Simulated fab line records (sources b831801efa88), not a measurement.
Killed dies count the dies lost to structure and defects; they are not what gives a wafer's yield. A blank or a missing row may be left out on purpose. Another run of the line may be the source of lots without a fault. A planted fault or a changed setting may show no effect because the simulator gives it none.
The tool behind it: which one? | flow sky130 | 11 lots, 33 wafers sampled, at 2 steps of a route of 708

WHAT THE GAUGES READ, wafer by wafer
SKY_VIA2_BOW_MEAS_03. Usual: VIA2_BOW typically reads 87 um, with standard deviation 7.2.
lot  | measured     | on            | VIA2_BOW (um) | flag
L710 | day 37 13:12 | film-metro-04 | 87 96 99      |
L712 | day 37 15:27 | film-metro-03 | 84 84 88      |
L714 | day 37 20:07 | film-metro-03 | 92 93 84      |
L716 | day 39 05:58 | film-metro-03 | 86 86 82      |
L717 | day 39 09:05 | film-metro-02 | 73 84 77      |
L721 | day 39 14:51 | film-metro-02 | 89 76 87      |
L722 | day 40 02:07 | film-metro-04 | 72 92 89      |
L723 | day 40 06:02 | film-metro-02 | 78 92 81      |
L727 | day 41 05:59 | film-metro-04 | 85 83 87      |
L728 | day 41 17:02 | film-metro-04 | 86 87 73      |
L729 | day 41 20:02 | film-metro-02 | 92 89 83      |

TOOL THAT RAN EACH LOT (tool first, then ch and the chambers of the sampled wafers, then the start)
lot  | SKY_METAL2_SPUTTER_02
L710 | pvd-sputter-03, day 36 09:10
L712 | pvd-sputter-02, day 36 11:40
L714 | pvd-sputter-04, day 36 16:08
L716 | pvd-sputter-04, day 38 02:20
L717 | pvd-sputter-03, day 38 06:56
L721 | pvd-sputter-03, day 38 12:18
L722 | pvd-sputter-02, day 38 23:25
L723 | pvd-sputter-04, day 39 03:04
L727 | pvd-sputter-04, day 40 03:50
L728 | pvd-sputter-04, day 40 16:20
L729 | pvd-sputter-02, day 40 19:20
- SKY_METAL2_SPUTTER_02: material AlCu, target thk 250 nm, time 13.3 s.

WHAT THE TOOLS THEMSELVES READ (means of the sampled wafers that have a number; where no wafer has one, the mark that the record gives instead)
SKY_METAL2_SPUTTER_02. Usual: throttle-valve-pct reads 30.1 % (standard deviation 1.1).
lot  | tool           | throttle-valve-pct (%) | flag
L710 | pvd-sputter-03 | 28.8                   |
L712 | pvd-sputter-02 | 30.7                   |
L714 | pvd-sputter-04 | 29.8                   |
L716 | pvd-sputter-04 | 29.7                   |
L717 | pvd-sputter-03 | 28.7                   |
L721 | pvd-sputter-03 | 30.1                   |
L722 | pvd-sputter-02 | 31.2                   |
L723 | pvd-sputter-04 | 30.1                   |
L727 | pvd-sputter-04 | 30.3                   |
L728 | pvd-sputter-04 | 30.5                   |
L729 | pvd-sputter-02 | 30.7                   |

THE ANSWER, worked out from the rows above alone
Rule: lot off if the mean of its wafers having a number is beyond 3 standard deviations from the usual mean. Also off: a lot with no number at a reading for which 4 or more lots have one. All remaining lots with rows at the step are treated as sound. After the gauges, taken in route order, come the tools' own readings; for these a lot's mean is taken, as printed above. At the first step where some lot is off, the reading lying furthest off is the one used; lots without a number count as furthest.
Nothing can be told from this: no lot is off at any reading shown.

WHAT THE SIMULATOR HAD INSERTED
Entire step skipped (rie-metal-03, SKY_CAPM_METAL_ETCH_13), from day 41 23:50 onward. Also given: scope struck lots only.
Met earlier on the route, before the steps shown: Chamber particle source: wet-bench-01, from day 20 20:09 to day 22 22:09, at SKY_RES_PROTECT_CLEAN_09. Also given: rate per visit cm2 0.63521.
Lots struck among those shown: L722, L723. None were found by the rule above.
